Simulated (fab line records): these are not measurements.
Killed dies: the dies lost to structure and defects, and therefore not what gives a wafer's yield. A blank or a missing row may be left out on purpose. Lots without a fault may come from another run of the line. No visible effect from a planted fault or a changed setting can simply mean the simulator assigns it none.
Comparing a struck lot with a sound one / flow sky130 / 17 steps out of a route of 708
Sound: the wafers L366.1, L366.2, L366.5. Wafers struck: L381.1, L381.3, L381.4. The cause comes at the end.
For every step that has rows: the tool of each side, followed by ch and its chambers, followed by its first start. Under that, the readings that differ: sound wafers / struck wafers / difference of the means / sigmas: that difference in standard deviations of wafers without a fault.
alike: readings with means less than 2 such deviations apart, plus words and numbers identical on both sides. not compared: withheld readings, readings lacking a value on some wafer, bounds such as >300 that could conceal the same value, and numbers that have no deviation in the record and whose values overlap.
The two part at a step that has a row with sigmas, a row that says differs or no value, or rows on one side only. Non-overlapping numbers with no deviation appear without sigmas and do not part them. A reading that every wafer of one side lacks parts them only if that side has two wafers or more.

SKY_VIA1_CMP_02: polishes SiO2.
  sound on cmp-01 ch 0,1,3, day 33 04:32; struck on cmp-01 ch 1,2,3, day 37 23:32
  alike: motor current A
SKY_VIA1_BOW_MEAS_03:
  sound on film metro-04 at day 33 04:44; struck on film metro-01 at day 37 23:50
  alike: VIA1_BOW
then, 4 steps without rows for these wafers: SKY_VIA1_DEHYDRATE_04 (time 60 s); SKY_VIA1_HMDS_05 (prime time 60 s); SKY_VIA1_COAT_06 (resist thk 60 nm); SKY_VIA1_COAT_07 (resist thk 450 nm).
SKY_VIA1_SOFTBAKE_08: time 93.25 s.
  sound: litho track-02 ch 0; struck: litho track-01 ch 0
  alike: plate sensor t centre C, plate sensor t edge C
then, 3 steps without rows for these wafers: SKY_VIA1_EXPOSE_09 (exposes mask VIM, target cd 150 nm); SKY_VIA1_PEB_10; SKY_VIA1_DEVELOP_11 (develop time 60 s).
SKY_VIA1_CD_MEAS_12 targets a cd of 150 nm.
  sound on cd sem-01 at day 34 07:16; struck on cd sem-01 at day 39 01:11
  alike: cd nm
SKY_VIA1_OVL_MEAS_13:
  sound on overlay-02 at day 34 07:23; struck on overlay-01 at day 39 01:18
  alike: VIA1_OVL
SKY_VIA1_ETCH_14: etches BARC in N2/H2, stops on SiO2, time 45.9 s, target depth 60 nm.
  sound on rie diel-02 ch 0,3, day 34 07:25; struck on rie diel-04 ch 0,1,3, day 39 01:20
reading=oes product au (a.u.); sound=0.861 0.858 0.854; struck=0.845 0.833 0.826; difference=-0.023; sigmas=-5
reading=model.KrF-thick_of_VIA1_COAT_07.thk nm (nm); sound=396.5 394.7 397.3; struck=403.7 403.4 404.9; difference=+7.8; sigmas=
reading=model.etch.depth nm (nm); sound=60.21 60.18 60.12; struck=58.66 58.12 55.73; difference=-2.67; sigmas=
  alike: bias w, drypump motor current A, h2 flow sccm, throttle valve pct
  not compared: rf hours counter h
SKY_VIA1_ETCH_15: etches SiO2 in C4F8/O2/Ar, stops on TiN, target depth 351 nm, time 54 s.
  sound on rie diel-02 ch 0,3, day 34 07:27; struck on rie diel-04 ch 0,1,3, day 39 01:23
reading=model.KrF-thick_of_VIA1_COAT_07.thk nm (nm); sound=329.2 323.9 330; struck=332.1 333.9 337.1; difference=+6.7; sigmas=
  alike: bias w, oes product au
  not compared: rf hours counter h
SKY_VIA1_STRIP_16: strips in O2/N2.
  sound on plasma asher-03 ch 0,1, day 34 07:30; struck on plasma asher-02 ch 0,1, day 39 01:25
reading=drypump motor current A (A); sound=6.4 5.8 6.4; struck=5.0 5.0 5.5; difference=-1.0; sigmas=-2
  alike: oes product au, strip time to endpoint s
  not compared: rf hours counter h
then, 1 step without rows for these wafers: SKY_VIA1_STRIP_17 (strips in post etch residue remover, time 1200 s).
-- the record jumps here: 11 days lie between the struck wafers' starts before and after (it left off in module VIA1 and takes up again in module PAD_OPEN, whose first step shown is number 708 of the route) --
SKY_PAD_OPEN_PROBE_99:
  sound on prober-01 at day 46 02:16; struck on prober-02 at day 49 16:59
reading=model.etest.via1 chain.rc ohm; sound=16.43 16.66 15.56; struck=17.56 17.25 26.43; difference=+4.20; sigmas=
  alike: killed_at_M0_to_M3, killed_at_M4_up, killed at contacts, killed at front end, killed at other, killed dies, killed open, killed short
  not compared: model.etest.tester.sort_bin_8_pct

== WHERE THEY PART ==
Last at SKY_VIA1_STRIP_16 as far as this record goes, first at SKY_VIA1_ETCH_14. Later steps at which nothing parts them and some readings are alike: SKY_PAD_OPEN_PROBE_99.

WHY: whatever the simulator had introduced
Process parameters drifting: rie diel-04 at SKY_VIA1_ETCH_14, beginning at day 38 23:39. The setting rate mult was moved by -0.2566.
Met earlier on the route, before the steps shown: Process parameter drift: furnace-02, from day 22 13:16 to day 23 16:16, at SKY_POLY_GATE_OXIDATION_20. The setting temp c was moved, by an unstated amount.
